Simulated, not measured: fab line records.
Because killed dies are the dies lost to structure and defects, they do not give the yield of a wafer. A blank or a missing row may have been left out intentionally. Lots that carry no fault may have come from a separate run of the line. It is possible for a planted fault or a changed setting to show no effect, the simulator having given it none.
The tool behind it: which one?	flow gf180mcu	Sampling: 13 lots, 39 wafers, 3 of 602 route steps

## WHAT THE GAUGES READ, wafer by wafer
GF_CONTACT_CD_MEAS_14 targets a cd of 220 nm. Usual: cd nm at 219.6 nm, with a standard deviation of 1.6.
lot	measured	on	cd nm (nm)	flag
L646	day 15 21:35	cd sem-02	220.3 218.1 218.4	
L647	day 16 12:38	cd sem-01	222.2 223.0 221.4	
L648	day 16 15:41	cd sem-02	218.9 218.8 217.4	
L649	day 17 10:32	cd sem-01	219.9 219.0 219.2	
L651	day 18 07:44	cd sem-01	219.1 219.5 218.9	
L650	day 18 08:58	cd sem-01	218.1 216.6 219.1	
L653	day 18 23:29	cd sem-02	220.7 221.8 220.9	
L652	day 19 15:46	cd sem-02	223.2 223.7 221.5	
L657	day 20 23:59	cd sem-01	220.8 219.9 220.0	
L665	day 23 00:23	cd sem-01	216.4 217.6 217.1	
L667	day 23 17:57	cd sem-02	220.0 219.2 219.6	
L668	day 23 22:17	cd sem-01	217.3 216.5 217.6	
L669	day 24 18:08	cd sem-02	219.2 217.5 218.2	

## EACH LOT AND THE TOOL THAT RAN IT (in order: tool; ch and the chambers of the sampled wafers; start)
lot	GF_LVPWELL_COAT_02	GF_LVPWELL_STRIP_10
L646	litho track-04 ch 0, day 3 12:04	plasma asher-04 ch 0,1, day 3 18:50
L647	litho track-03 ch 0, day 3 19:09	plasma asher-04 ch 0,1, day 4 01:59
L648	litho track-04 ch 0, day 3 21:52	plasma asher-01 ch 0,1, day 4 04:56
L649	litho track-03 ch 0, day 4 05:59	plasma asher-02 ch 0,1, day 4 12:26
L651	litho track-04 ch 0, day 4 20:13	plasma asher-02 ch 0,1, day 5 03:48
L650	litho track-02 ch 0, day 4 20:43	plasma asher-01 ch 0,1, day 5 03:50
L653	litho track-03 ch 0, day 5 09:56	plasma asher-04 ch 0,1, day 5 17:56
L652	litho track-04 ch 0, day 5 10:29	plasma asher-04 ch 0,1, day 5 18:29
L657	litho track-03 ch 0, day 6 06:28	plasma asher-01 ch 0,1, day 6 14:05
L665	litho track-04 ch 0, day 7 23:49	plasma asher-01 ch 0,1, day 8 08:35
L667	litho track-02 ch 0, day 8 09:04	plasma asher-04 ch 0,1, day 8 17:38
L668	litho track-03 ch 0, day 8 15:47	plasma asher-04 ch 1, day 9 01:17
L669	litho track-03 ch 0, day 9 00:35	plasma asher-01 ch 0,1, day 9 09:20
- GF_LVPWELL_COAT_02: resist thk 3000 nm.
- GF_LVPWELL_STRIP_10: strips in O2/N2.

## AS READ BY THE TOOLS THEMSELVES (means over the sampled wafers that have a number; for cases with no such wafer, the mark the record gives instead)
GF_LVPWELL_STRIP_10. Usual: drypump motor current A 5.5 A, standard deviation 0.55; heater power w 299 W, standard deviation 20; oes product au 0.722 a.u., standard deviation 0.0049; strip time to endpoint s 36.94 s, standard deviation 0.11.
lot	tool	drypump motor current A (A)	heater power w (W)	oes product au (a.u.)	strip time to endpoint s (s)	flag
L646	plasma asher-04	5.2	304	0.723	36.90	
L647	plasma asher-04	5.6	305	0.722	37.00	
L648	plasma asher-01	5.1	303	0.722	36.97	
L649	plasma asher-02	5.9	298	0.726	36.95	
L651	plasma asher-02	5.9	293	0.720	36.75	
L650	plasma asher-01	5.4	290	0.720	36.96	
L653	plasma asher-04	5.6	307	0.724	37.04	
L652	plasma asher-04	5.2	302	0.718	36.95	
L657	plasma asher-01	5.1	309	0.720	37.02	
L665	plasma asher-01	5.4	282	0.719	32.45	OFF
L667	plasma asher-04	5.2	306	0.721	36.97	
L668	plasma asher-04	4.8	300	0.721	37.06	
L669	plasma asher-01	5.1	300	0.726	37.18	

## THE ANSWER, worked out from the rows above alone
Rule: take the mean of a lot's wafers that have a number; if it is more than 3 standard deviations from the usual mean, the lot is off. A lot without any number at a reading at which 4 lots or more have one is off too. All remaining lots with rows at the step are treated as sound. Order of review: gauges by route order, followed by the tools' own readings, for which a lot's mean as printed above is used. The first step at which some lot is off is used, and at that step the reading that is off furthest; a lot without a number counts as furthest.
Off, at GF_LVPWELL_STRIP_10 on strip time to endpoint s: L665.
A tool fits if, at that step or a process step before it, it ran every lot that is off, and no sound lot after the first of them. One fits: litho track-04 at GF_LVPWELL_COAT_02. Its last sound lot is L652 (day 5 10:29), its first lot that is off L665 (day 7 23:49): a fault that began between those two fits.

## WHAT HAD BEEN PUT IN BY THE SIMULATOR
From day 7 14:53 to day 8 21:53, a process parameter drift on litho track-04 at GF_LVPWELL_COAT_02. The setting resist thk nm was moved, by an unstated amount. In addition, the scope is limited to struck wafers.
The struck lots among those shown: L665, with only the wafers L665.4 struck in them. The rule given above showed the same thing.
